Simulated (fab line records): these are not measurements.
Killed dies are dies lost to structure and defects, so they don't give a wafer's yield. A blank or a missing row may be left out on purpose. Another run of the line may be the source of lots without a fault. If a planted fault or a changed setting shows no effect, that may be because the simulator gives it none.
What tool caused it? ; flow sky130 ; 7 lots, 21 wafers sampled, at 2 steps of a route of 708

== WHAT THE GAUGES SHOWED, per wafer ==
SKY_LDD_LDN_TW_MEAS_13.
lot;measured;on;LDD_LDN_TW
L601;day 24 12:38;filmMetro-04;1469 1472 1470
L603;day 25 09:31;filmMetro-04;1511 1514 1516
L605;day 26 02:16;filmMetro-04;1461 1458 1464
L613;day 28 12:53;filmMetro-02;1470 1464 1464
L615;day 29 07:55;filmMetro-04;1466 1454 1452
L618;day 30 10:26;filmMetro-02;1464 1468 1474
L620;day 30 23:16;filmMetro-01;1477 1475 1475

== WHAT TOOL EACH LOT RAN ON (gives the tool, then ch and the chambers of the sampled wafers, and finally the start) ==
lot;SKY_LDD_LDN_IMPLANT_10
L601;implanter-04 ch 0, day 24 12:16
L603;implanter-04 ch 0, day 25 09:08
L605;implanter-03 ch 0, day 26 01:53
L613;implanter-01 ch 0, day 28 12:31
L615;implanter-03 ch 0, day 29 07:32
L618;implanter-01 ch 0, day 30 10:05
L620;implanter-01 ch 0, day 30 22:52
- SKY_LDD_LDN_IMPLANT_10

== THE ANSWER, worked out from the rows above alone ==
Rule: what is usual is taken from the lots themselves. Put in order of their means at a reading, lots are off if they are a third of the lots or fewer, leave a main group of 4 or more, and stand apart from it by a gap of 3 or more times the standard deviation of the main group's means; of several such gaps the widest counts. If all means in a main group match to the digits the tables above print for the reading, that group is not used. A lot without any number at a reading at which 4 lots or more have one is off too. The other lots that the step has rows for count as sound.
Off: L603, at SKY_LDD_LDN_TW_MEAS_13 (LDD_LDN_TW). The main group: mean 1466, standard deviation 6.
A tool fits if, at a process step before that reading, it ran every lot that is off, and no sound lot after the first of them. The gauges at SKY_LDD_LDN_TW_MEAS_13 are tried like those tools. One fits: implanter-04 at SKY_LDD_LDN_IMPLANT_10. Its last sound lot is L601 (day 24 12:16), its first lot that is off L603 (day 25 09:08): a fault that began between those two fits.

== WHAT WAS PUT IN BY THE SIMULATOR ==
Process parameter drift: implanter-04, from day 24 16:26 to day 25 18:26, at SKY_LDD_LDN_IMPLANT_10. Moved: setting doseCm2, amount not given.
Shown lots that were struck: L603. Same finding as the rule above.
